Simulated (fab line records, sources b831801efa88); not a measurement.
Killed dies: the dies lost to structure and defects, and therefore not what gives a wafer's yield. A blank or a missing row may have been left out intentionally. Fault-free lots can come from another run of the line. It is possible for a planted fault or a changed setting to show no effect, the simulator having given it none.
fab line records ; flow sfq_line
[record] lots = 5; wafers = 15; last_day = 97
route steps=325 shown INCOMING@1 L0@3 L0V@16 M0@28 M8@325
lots that met no fault: from a run of the same line without faults
start_h: hours from the record's first day to the start of the lot's first wafer shown ; wait_h: time in hours since the lot's previous step ; " identical to the entry in the row above ; L1.1+2: a row that stands for several wafers ; - value missing, or start not given ; * or withheld: withheld ; < > ~ a bound
route shown NAME@n: NAME is a module with steps in the file, n the number in the route of the first one ; usual: mean and standard deviation over wafers with no fault ; same: alike in all rows ; chamber/n: place in a boat ; sites: the reading at each site ; _std_site: the values' standard deviation ; _edge_site: outer sites' mean less inner sites' ; radius_mm: how far each site lies from the wafer's centre ; mask NAME#n: copy n ; behind: the tool/chamber that last shaped the wafer ; hold: reason for holding the lot/hours on hold/outcome of the hold ; device: the n, p or np transistor that did not switch ; end of line: tests of these same wafers at the route's end ; step lacking rows: just its recipe ; killed: count of dies lost to structure and defects at first sort (not the wafer's yield) ; map: per-die view of a wafer (x killed, . not killed, _ where there is no die)
set.NAME: the setting the step ran with; set.NAME@STEP: the setting that earlier step ran with ; model.NAME: the simulator's own value behind a step, which no gauge read
lots at some steps of the route; a table a step, a row a wafer
services: a tool's chamber out of use, with start hour (start_h, from the record's first day; less than 0 if before it), hours out, and reason
[[steps]]
[step SFQ_INCOMING_BOW_MEAS_900]
[recipe] mode = bow
[usual] INCOMING_BOW = 0/7
lot.wafer;tool;chamber;start_h;wait_h;INCOMING_BOW[um]
L785.3;film_metro-01;-;10.04;-;11
L785.4;film_metro-01;-;10.04;-;0
L785.6;film_metro-01;-;10.04;-;-3
L791.2;film_metro-01;-;40.02;-;11
L791.4;film_metro-01;-;40.02;-;-15
L791.5;film_metro-01;-;40.02;-;0
L794.4;film_metro-03;-;55.06;-;10
L794.5;film_metro-03;-;55.06;-;5
L794.6;film_metro-03;-;55.06;-;-9
L805.1;film_metro-02;-;110.00;-;13
L805.2;film_metro-02;-;110.00;-;1
L805.6;film_metro-02;-;110.00;-;-5
L807.2;film_metro-01;-;120.02;-;2
L807.3;film_metro-01;-;120.02;-;6
L807.4;film_metro-01;-;120.02;-;5
[step SFQ_TRILAYER_INCOMING_OXIDATION_002]
[recipe] temp_c = 1000; ambient = H2O; target_thk_a = 5000; p_h2o_torr = 720; ox_time_s = 4939
[step SFQ_TRILAYER_L0_DEP_SPUTTER_003]
[recipe] material = MoNx_KI; base_pressure_pa = 1.33e-06; target_thk_nm = 40; power_w = 800; time_s = 100; chamber_pressure_pa = 0.4
[usual] throttle_valve_pct = 29.9/1
lot.wafer;tool;chamber;start_h;wait_h;throttle_valve_pct;model.MoNx_KI_of_TRILAYER_L0_DEP_SPUTTER_003.thk_nm
L785.3;pvd_sputter-05;-;12.49;0.0;30.5;40.1
L785.4;pvd_sputter-05;-;12.49;0.0;29.7;40.2
L785.6;pvd_sputter-05;-;12.49;0.0;30.3;39.9
L791.2;pvd_sputter-06;-;42.49;0.0;31.6;40.27
L791.4;pvd_sputter-06;-;42.49;0.0;29.0;40.61
L791.5;pvd_sputter-06;-;42.49;0.0;28.4;40.95
L794.4;pvd_sputter-06;-;57.49;0.0;31.3;44.05
L794.5;pvd_sputter-06;-;57.49;0.0;28.2;40.86
L794.6;pvd_sputter-06;-;57.49;0.0;28.4;40.53
L805.1;pvd_sputter-03;-;112.49;0.0;30.0;40.29
L805.2;pvd_sputter-03;-;112.49;0.0;28.3;40.61
L805.6;pvd_sputter-03;-;112.49;0.0;30.0;40.35
L807.2;pvd_sputter-03;-;122.49;0.0;28.4;39.64
L807.3;pvd_sputter-03;-;122.49;0.0;31.1;39.54
L807.4;pvd_sputter-03;-;122.49;0.0;29.8;39.55
[step SFQ_L0_RS_MEAS_901]
[recipe] thk_meas_gauge = four-point-probe; reads = MoNx_KI_of_TRILAYER_L0_DEP_SPUTTER_003
[usual] L0_MONX_KI_RS = 43.5/0.41
lot.wafer;tool;chamber;start_h;wait_h;L0_MONX_KI_RS[ohm/sq]
L785.3;film_metro-03;-;12.60;0.1;43.4
L785.4;film_metro-03;-;12.60;0.1;43.3
L785.6;film_metro-03;-;12.60;0.1;43.7
L791.2;film_metro-01;-;42.58;0.1;43.3
L791.4;film_metro-01;-;42.58;0.1;42.9
L791.5;film_metro-01;-;42.58;0.1;42.5
L794.4;film_metro-03;-;57.62;0.1;39.6
L794.5;film_metro-03;-;57.62;0.1;42.7
L794.6;film_metro-03;-;57.62;0.1;43.0
L805.1;film_metro-04;-;112.56;0.0;43.2
L805.2;film_metro-04;-;112.56;0.0;42.9
L805.6;film_metro-04;-;112.56;0.0;43.2
L807.2;film_metro-03;-;122.58;0.1;43.9
L807.3;film_metro-03;-;122.58;0.1;44.0
L807.4;film_metro-03;-;122.58;0.1;44.0
[step SFQ_L0_THK_MEAS_902]
[recipe] thk_meas_gauge = xrf; reads = MoNx_KI_of_TRILAYER_L0_DEP_SPUTTER_003
[usual] L0_MONX_KI_THK = 39.7/0.45
lot.wafer;tool;chamber;start_h;wait_h;L0_MONX_KI_THK[nm]
L785.3;film_metro-03;-;12.70;0.1;39.6
L785.4;film_metro-03;-;12.70;0.1;39.6
L785.6;film_metro-03;-;12.70;0.1;39.3
L791.2;film_metro-01;-;42.69;0.1;40.1
L791.4;film_metro-01;-;42.69;0.1;40.3
L791.5;film_metro-01;-;42.69;0.1;41.0
L794.4;film_metro-03;-;57.71;0.1;43.5
L794.5;film_metro-03;-;57.71;0.1;40.3
L794.6;film_metro-03;-;57.71;0.1;39.9
L805.1;film_metro-04;-;112.68;0.1;40.0
L805.2;film_metro-04;-;112.68;0.1;40.5
L805.6;film_metro-04;-;112.68;0.1;40.3
L807.2;film_metro-03;-;122.69;0.1;39.3
L807.3;film_metro-03;-;122.69;0.1;38.8
L807.4;film_metro-03;-;122.69;0.1;39.3
[step SFQ_TRILAYER_L0_LITHO_COAT_010]
[recipe] resist = BARC; spin_rpm = 3000; resist_thk_nm = 62
[step SFQ_TRILAYER_L0_LITHO_COAT_005]
[recipe] resist = KrF; spin_rpm = 3041; resist_thk_nm = 600
[step SFQ_TRILAYER_L0_LITHO_SOFTBAKE_009]
[recipe] temp_c = withheld; time_s = withheld; resist = KrF
[step SFQ_TRILAYER_L0_LITHO_EXPOSE_006]
[recipe] mask_id = L0; na = 0.6; source_shape = conventional; sigma_outer = 0.65; target_cd_nm = 2000; dose_mj = 14.4
[step SFQ_TRILAYER_L0_LITHO_PEB_008]
[recipe] peb_temp_c = 115; peb_time_s = 60; resist = KrF
[step SFQ_TRILAYER_L0_LITHO_DEVELOP_007]
[recipe] time_s = 60; resist = KrF
[step SFQ_TRILAYER_L0_BARC_OPEN_METAL_ETCH_010]
[recipe] mask_material = PR; chemistry = O2; target_depth_nm = 125; target = BARC; icp_w = 600; bias_w = 80; pressure_mtorr = 10; time_s = 41.7
[usual] drypump_motor_current_A = 5.6/0.42; oes_product_au = 0.685/0.0049
lot.wafer;tool;chamber;start_h;wait_h;drypump_motor_current_A;oes_product_au;rf_hours_counter_h
L785.3;rie_metal-03;0;86.93;0.1;5.6;0.689;-
L785.4;rie_metal-03;1;86.93;0.1;4.8;0.681;-
L785.6;rie_metal-03;0;86.93;0.1;5.6;0.681;-
L791.2;rie_metal-04;0;122.72;0.1;5.6;0.686;36
L791.4;rie_metal-04;1;122.72;0.1;6.2;0.684;-
L791.5;rie_metal-04;0;122.72;0.1;5.5;0.686;-
L794.4;rie_metal-01;0;161.86;0.1;5.9;0.683;-
L794.5;rie_metal-01;0;161.86;0.1;5.9;0.689;-
L794.6;rie_metal-01;1;161.86;0.1;5.4;0.683;-
L805.1;rie_metal-03;1;225.57;0.1;4.9;0.677;6
L805.2;rie_metal-03;0;225.57;0.1;5.5;0.681;88
L805.6;rie_metal-03;0;225.57;0.1;5.5;0.679;-
L807.2;rie_metal-04;1;233.97;0.1;6.2;0.683;134
L807.3;rie_metal-04;0;233.97;0.1;5.6;0.688;-
L807.4;rie_metal-04;1;233.97;0.1;6.2;0.691;-
[step SFQ_TRILAYER_L0_ETCH_METAL_ETCH_008]
[recipe] target = MoNx_KI; stop_on = SiO2; mask_material = PR; chemistry = SF6/O2; target_depth_nm = 50; icp_w = 600; bias_w = 80; pressure_mtorr = 10; time_s = 25
[usual] drypump_motor_current_A = 5.6/0.41; oes_product_au = 0.874/0.0067
lot.wafer;tool;chamber;start_h;wait_h;drypump_motor_current_A;oes_product_au;rf_hours_counter_h
L785.3;rie_metal-03;0;86.98;0.0;5.6;0.873;-
L785.4;rie_metal-03;1;86.98;0.0;4.8;0.874;-
L785.6;rie_metal-03;0;86.98;0.0;5.5;0.869;-
L791.2;rie_metal-04;0;122.78;0.0;5.5;0.877;36
L791.4;rie_metal-04;1;122.78;0.0;6.2;0.876;-
L791.5;rie_metal-04;0;122.78;0.0;5.5;0.887;-
L794.4;rie_metal-01;0;161.92;0.0;5.8;0.928;-
L794.5;rie_metal-01;0;161.92;0.0;5.9;0.883;-
L794.6;rie_metal-01;1;161.92;0.0;5.3;0.882;-
L805.1;rie_metal-03;1;225.63;0.0;4.9;0.880;6
L805.2;rie_metal-03;0;225.63;0.0;5.6;0.886;88
L805.6;rie_metal-03;0;225.63;0.0;5.5;0.873;-
L807.2;rie_metal-04;1;234.03;0.0;6.2;0.870;134
L807.3;rie_metal-04;0;234.03;0.0;5.6;0.877;-
L807.4;rie_metal-04;1;234.03;0.0;6.2;0.860;-
[step SFQ_TRILAYER_L0_STRIP_STRIP_009]
[recipe] gas = O2; power_w = 200; platen_temp_c = 40; overash_fraction = 0.65; chemistry = O2; pressure_mtorr = 50
[step SFQ_TRILAYER_L0_STRIP_SOLV_CLEAN_010]
[recipe] chemistry = NMP; temp_c = 70; time_s = 600
[step SFQ_TRILAYER_L0_CAP_PECVD_011]
[recipe] material = SiO2; temp_c = 150; time_s = 13.333; pressure_torr = 2.4; rf_w = 183.3; precursor = SiH4/N2O; target_thk_nm = 60
[usual] heater_power_w = 77/11; throttle_valve_pct = 24.6/1.4
lot.wafer;tool;chamber;start_h;wait_h;heater_power_w;throttle_valve_pct
L785.3;pecvd-02;1;87.79;0.0;77;24.1
L785.4;pecvd-02;2;87.79;0.0;82;22.4
L785.6;pecvd-02;1;87.79;0.0;77;24.5
L791.2;pecvd-01;1;123.60;0.0;78;24.3
L791.4;pecvd-01;1;123.60;0.0;79;24.5
L791.5;pecvd-01;2;123.60;0.0;58;27.1
L794.4;pecvd-01;2;162.75;0.0;63;27.3
L794.5;pecvd-01;0;162.75;0.0;67;25.4
L794.6;pecvd-01;2;162.75;0.0;64;27.2
L805.1;pecvd-02;1;226.48;0.0;81;24.8
L805.2;pecvd-02;2;226.48;0.0;83;22.9
L805.6;pecvd-02;2;226.48;0.0;81;22.7
L807.2;pecvd-02;1;234.86;0.0;87;24.8
L807.3;pecvd-02;2;234.86;0.0;82;23.1
L807.4;pecvd-02;1;234.86;0.0;88;25.0
[step SFQ_TRILAYER_L0_VIA_LITHO_COAT_018]
[recipe] resist = BARC; spin_rpm = 3000; resist_thk_nm = 62
[step SFQ_TRILAYER_L0_VIA_LITHO_COAT_013]
[recipe] resist = KrF; spin_rpm = 3000; resist_thk_nm = 650
[step SFQ_TRILAYER_L0_VIA_LITHO_SOFTBAKE_017]
[recipe] temp_c = withheld; time_s = withheld; resist = KrF
[step SFQ_TRILAYER_L0_VIA_LITHO_EXPOSE_014]
[recipe] mask_id = L0V; na = 0.6; source_shape = conventional; sigma_outer = 0.65; target_cd_nm = 700; dose_mj = 21.44
[step SFQ_TRILAYER_L0_VIA_LITHO_PEB_016]
[recipe] peb_temp_c = 115; peb_time_s = 60; resist = KrF
[step SFQ_TRILAYER_L0_VIA_LITHO_DEVELOP_015]
[recipe] time_s = 60; resist = KrF
[step SFQ_L0V_OVL_MEAS_903]
[usual] L0V_OVL = -1/5.8
lot.wafer;tool;chamber;start_h;wait_h;L0V_OVL[nm]
L785.3;overlay-01;-;196.66;0.1;-7
L785.4;overlay-01;-;196.66;0.1;-1
L785.6;overlay-01;-;196.66;0.1;0
L791.2;overlay-02;-;235.17;0.1;2
L791.4;overlay-02;-;235.17;0.1;6
L791.5;overlay-02;-;235.17;0.1;-4
L794.4;overlay-01;-;267.76;0.1;-2
L794.5;overlay-01;-;267.76;0.1;5
L794.6;overlay-01;-;267.76;0.1;-1
L805.1;overlay-02;-;344.24;0.1;7
L805.2;overlay-02;-;344.24;0.1;3
L805.6;overlay-02;-;344.24;0.1;5
L807.2;overlay-01;-;353.85;0.1;0
L807.3;overlay-01;-;353.85;0.1;0
L807.4;overlay-01;-;353.85;0.1;-1
[step SFQ_TRILAYER_L0_VIA_BARC_OPEN_VIA_ETCH_021]
[recipe] mask_material = PR; chemistry = O2; target_depth_nm = 125; target = BARC; source_w = 500; bias_w = 80; pressure_mtorr = 30; time_s = 41.7
[step SFQ_TRILAYER_L0_VIA_ETCH_VIA_ETCH_016]
[recipe] target = SiO2; stop_on = MoNx_KI; mask_material = PR; chemistry = CHF3; target_depth_nm = 80; source_w = 500; bias_w = 80; pressure_mtorr = 30; time_s = withheld
[usual] drypump_motor_current_A = 5.7/0.62; oes_product_au = 0.843/0.0072
lot.wafer;tool;chamber;start_h;wait_h;drypump_motor_current_A;oes_product_au
L785.3;rie_diel-03;2;196.72;0.0;6.4;0.843
L785.4;rie_diel-03;0;196.72;0.0;5.6;0.841
L785.6;rie_diel-03;0;196.72;0.0;5.7;0.844
L791.2;rie_diel-02;2;235.24;0.0;5.7;0.842
L791.4;rie_diel-02;0;235.24;0.0;6.0;0.855
L791.5;rie_diel-02;0;235.24;0.0;6.0;0.850
L794.4;rie_diel-04;2;267.81;0.0;6.4;0.846
L794.5;rie_diel-04;1;267.81;0.0;5.4;0.849
L794.6;rie_diel-04;2;267.81;0.0;6.4;0.850
L805.1;rie_diel-03;0;344.32;0.0;5.7;0.844
L805.2;rie_diel-03;3;344.32;0.0;4.8;0.838
L805.6;rie_diel-03;3;344.32;0.0;4.8;0.848
L807.2;rie_diel-04;1;353.92;0.0;5.4;0.834
L807.3;rie_diel-04;3;353.92;0.0;4.7;0.837
L807.4;rie_diel-04;0;353.92;0.0;5.7;0.862
[step SFQ_TRILAYER_L0_VIA_STRIP_STRIP_017]
[recipe] gas = O2; power_w = 200; platen_temp_c = 40; overash_fraction = 0.65; chemistry = O2; pressure_mtorr = 50
[usual] drypump_motor_current_A = 5.7/0.48; oes_product_au = 0.999/0.0075
lot.wafer;tool;chamber;start_h;wait_h;drypump_motor_current_A;oes_product_au;rf_hours_counter_h
L785.3;rie_metal-03;1;196.97;-;4.9;0.985;-
L785.4;rie_metal-03;0;196.97;-;5.6;0.997;-
L785.6;rie_metal-03;1;196.97;-;4.9;0.988;-
L791.2;rie_metal-01;0;235.29;-;5.9;0.991;20
L791.4;rie_metal-01;0;235.29;-;5.9;0.994;-
L791.5;rie_metal-01;1;235.29;-;5.4;0.994;-
L794.4;rie_metal-02;0;268.06;-;6.0;0.995;-
L794.5;rie_metal-02;0;268.06;-;6.0;0.993;-
L794.6;rie_metal-02;1;268.06;-;6.3;0.993;-
L805.1;rie_metal-02;0;344.37;-;6.0;1.009;42
L805.2;rie_metal-02;1;344.37;-;6.3;1.006;20
L805.6;rie_metal-02;1;344.37;-;6.3;1.001;-
L807.2;rie_metal-01;0;353.97;-;5.9;1.007;39
L807.3;rie_metal-01;0;353.97;-;5.9;1.010;-
L807.4;rie_metal-01;1;353.97;-;5.4;0.989;-
[step SFQ_TRILAYER_L0_VIA_STRIP_SOLV_CLEAN_018]
[recipe] chemistry = NMP; temp_c = 70; time_s = 600
[step SFQ_TRILAYER_M0_DEP_PRE_CLEAN_020]
[recipe] gas = Ar; time_s = 15; bias_v = 250
[step SFQ_TRILAYER_M0_DEP_SPUTTER_019]
[recipe] material = Nb; base_pressure_pa = 1.33e-06; chamber_pressure_pa = 0.1333; substrate_temp_c = 20; resputter_cathode_voltage_v = 400; target_thk_nm = 200; power_w = 2000; time_s = 133.3
[usual] throttle_valve_pct = 29.5/1.1
lot.wafer;tool;chamber;start_h;wait_h;throttle_valve_pct
L785.3;pvd_sputter-06;-;197.57;0.0;28.8
L785.4;pvd_sputter-06;-;197.57;0.0;28.4
L785.6;pvd_sputter-06;-;197.57;0.0;28.6
L791.2;pvd_sputter-05;-;236.09;0.0;30.6
L791.4;pvd_sputter-05;-;236.09;0.0;30.3
L791.5;pvd_sputter-05;-;236.09;0.0;29.7
L794.4;pvd_sputter-04;-;268.66;0.0;30.3
L794.5;pvd_sputter-04;-;268.66;0.0;29.3
L794.6;pvd_sputter-04;-;268.66;0.0;28.1
L805.1;pvd_sputter-04;-;345.34;0.0;29.4
L805.2;pvd_sputter-04;-;345.34;0.0;29.1
L805.6;pvd_sputter-04;-;345.34;0.0;29.5
L807.2;pvd_sputter-06;-;354.77;0.0;31.4
L807.3;pvd_sputter-06;-;354.77;0.0;28.3
L807.4;pvd_sputter-06;-;354.77;0.0;28.1
[step SFQ_M0_RS_MEAS_904]
[recipe] thk_meas_gauge = four-point-probe; reads = Nb_of_TRILAYER_M0_DEP_SPUTTER_019
[usual] M0_NB_RS = 0.893/0.0083
lot.wafer;tool;chamber;start_h;wait_h;M0_NB_RS[ohm/sq]
L785.3;film_metro-02;-;197.70;0.1;0.895
L785.4;film_metro-02;-;197.70;0.1;0.896
L785.6;film_metro-02;-;197.70;0.1;0.897
L791.2;film_metro-02;-;236.20;0.1;0.904
L791.4;film_metro-02;-;236.20;0.1;0.909
L791.5;film_metro-02;-;236.20;0.1;0.906
L794.4;film_metro-01;-;268.81;0.1;0.886
L794.5;film_metro-01;-;268.81;0.1;0.893
L794.6;film_metro-01;-;268.81;0.1;0.893
L805.1;film_metro-02;-;345.43;0.0;0.883
L805.2;film_metro-02;-;345.43;0.0;0.887
L805.6;film_metro-02;-;345.43;0.0;0.885
L807.2;film_metro-02;-;354.88;0.1;0.894
L807.3;film_metro-02;-;354.88;0.1;0.907
L807.4;film_metro-02;-;354.88;0.1;0.895
[step SFQ_TRILAYER_M0_LITHO_COAT_026]
[recipe] resist = BARC; spin_rpm = 3000; resist_thk_nm = 62
[step SFQ_M8_BOW_MEAS_951]
[recipe] mode = bow
[usual] M8_BOW = 9/12
lot.wafer;tool;chamber;start_h;wait_h;M8_BOW[um];model.etest.l0.ohm_sq;model.etest.l0v.link_ohm;model.etest.l0.ohm_um
L785.3;film_metro-03;-;2064.22;0.0;22;43.4;44.32;21.72
L785.4;film_metro-03;-;2064.22;0.0;12;43.3;44.22;21.66
L785.6;film_metro-03;-;2064.22;0.0;8;43.62;44.54;21.82
L791.2;film_metro-03;-;2185.38;0.0;14;43.22;44.15;21.63
L791.4;film_metro-03;-;2185.38;0.0;-11;42.86;43.8;21.43
L791.5;film_metro-03;-;2185.38;0.0;3;42.5;43.44;21.27
L794.4;film_metro-03;-;2203.47;0.1;30;39.51;40.43;19.78
L794.5;film_metro-03;-;2203.47;0.1;25;42.59;43.51;21.31
L794.6;film_metro-03;-;2203.47;0.1;11;42.95;43.87;21.51
L805.1;film_metro-04;-;2303.52;0.0;29;43.2;44.11;21.62
L805.2;film_metro-04;-;2303.52;0.0;17;42.86;43.77;21.45
L805.6;film_metro-04;-;2303.52;0.0;12;43.13;44.05;21.6
L807.2;film_metro-04;-;2326.78;0.0;25;43.91;44.83;21.97
L807.3;film_metro-04;-;2326.78;0.0;28;44.02;44.95;22.03
L807.4;film_metro-04;-;2326.78;0.0;27;44.01;44.93;22
[[services]]
tool;chamber;start_h;hours;kind
rie_metal-03;1;-10.85;1.2;repair
rie_metal-02;0;7.16;10.9;repair
rie_metal-03;1;19.21;10.5;repair
rie_metal-04;-;34.47;14.6;pm
pecvd-02;-;52.44;6.0;pm
rie_metal-03;0;73.16;1.1;repair
rie_metal-03;-;76.93;2.8;pm
rie_diel-03;2;80.95;5.6;repair
rie_metal-03;-;84.38;1.6;repair
pvd_sputter-06;-;86.18;6.5;repair
rie_diel-03;-;115.46;14.6;pm
rie_diel-04;0;118.89;12.4;repair
rie_metal-01;0;124.44;2.6;repair
rie_metal-03;-;125.00;0.5;repair
pecvd-01;-;133.49;0.5;repair
pvd_sputter-04;-;134.21;3.3;repair
rie_diel-03;-;135.15;0.9;repair
rie_metal-01;0;153.07;1.5;repair
rie_metal-03;-;179.57;0.9;repair
pecvd-02;1;206.01;6.3;repair
pecvd-02;0;225.14;6.5;repair
rie_metal-04;-;264.11;0.5;repair
pecvd-02;-;305.11;2.8;pm
rie_metal-04;0;308.52;43.5;repair
[[key]]
[first_sign] step = SFQ_L0_RS_MEAS_901; reading = L0_MONX_KI_RS; direction = down; sigmas = 9.6; usual = 43.5; struck = 39.6
[effect] step = SFQ_L0_THK_MEAS_902; reading = L0_MONX_KI_THK; direction = up; sigmas = 8.3; usual = 39.7; struck = 43.5
[effect] step = SFQ_TRILAYER_L0_ETCH_METAL_ETCH_008; reading = oes_product_au; direction = up; sigmas = 8.2; usual = 0.874; struck = 0.928
[model_effect] step = SFQ_TRILAYER_L0_DEP_SPUTTER_003; value = MoNx_KI_of_TRILAYER_L0_DEP_SPUTTER_003.thk_nm; without = 40.35; struck = 44.05
[model_effect] step = SFQ_M8_BOW_MEAS_951; value = etest.l0.ohm_sq; without = 43.14; struck = 39.51
met_at SFQ_TRILAYER_L0_DEP_SPUTTER_003
struck_wafers L794.4
onset_between 42.49 57.49
[fault] kind = process_parameter_drift; tool = pvd_sputter-06; chamber = -; onset_h = 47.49; steps = SFQ_TRILAYER_L0_DEP_SPUTTER_003; channel = time_s; offset = *; shape = step; end_h = 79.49; acts_in = *; stated = *; scope = struck_wafers_only
